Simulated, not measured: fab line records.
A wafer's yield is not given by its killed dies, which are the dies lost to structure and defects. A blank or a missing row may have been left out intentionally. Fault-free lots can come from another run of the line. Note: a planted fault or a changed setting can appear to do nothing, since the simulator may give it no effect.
Chamber matching    flow sky130    SKY_FIELD_ISO_CMP_27 on cmp-01: 4 sister chambers
The step polishes, stops on Si3N4, t overpolish 16 s, target thk 457.8 nm. 4 wafers are shown with their chamber, then 11 later ones without.

## EACH WAFER AND ITS CHAMBER
wafer   chamber  motorCurrentA (A)
L374.6  2        11.6
L379.4  0        11.5
L379.5  1        10.2
L384.1  3        14.2

## WAFERS MISSING THEIR CHAMBER
wafer   motorCurrentA (A)
L384.3  10.9
L384.4  12.3
L386.1  13.7
L386.4  10.7
L386.6  10.3
L387.1  11.1
L387.2  13.7
L387.5  10.5
L388.2  14.1
L388.4  11.1
L388.5  10.4

## CHAMBER TAKEN BY EACH
wafer   from the rows above           in truth
L384.3  can't be placed: 0 or 2 or 1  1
L384.4  can't be placed: 2 or 0       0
L386.1  3                             3
L386.4  can't be placed: 1 or 0 or 2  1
L386.6  1                             1
L387.1  can't be placed: 0 or 2 or 1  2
L387.2  3                             3
L387.5  can't be placed: 1 or 0 or 2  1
L388.2  3                             3
L388.4  can't be placed: 0 or 2 or 1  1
L388.5  1                             1
5 of 11 placed correctly. Unplaceable from these rows: 6, with the true chamber sitting among the candidates in 6. Wrongly placed: 0.
How it was worked out, from the rows above alone: a wafer's distance from a chamber is the root of the sum, over the readings, of the square of ((its reading less the chamber's mean) divided by the reading's scatter). If the next closest chamber is less than 2 further off than the closest, the wafer can't be placed; otherwise it belongs to the closest. Each chamber's mean is taken over the wafers shown for it. The scatter: root of mean squared gap, hidden wafer to nearest shown wafer, with one shown wafer a chamber.
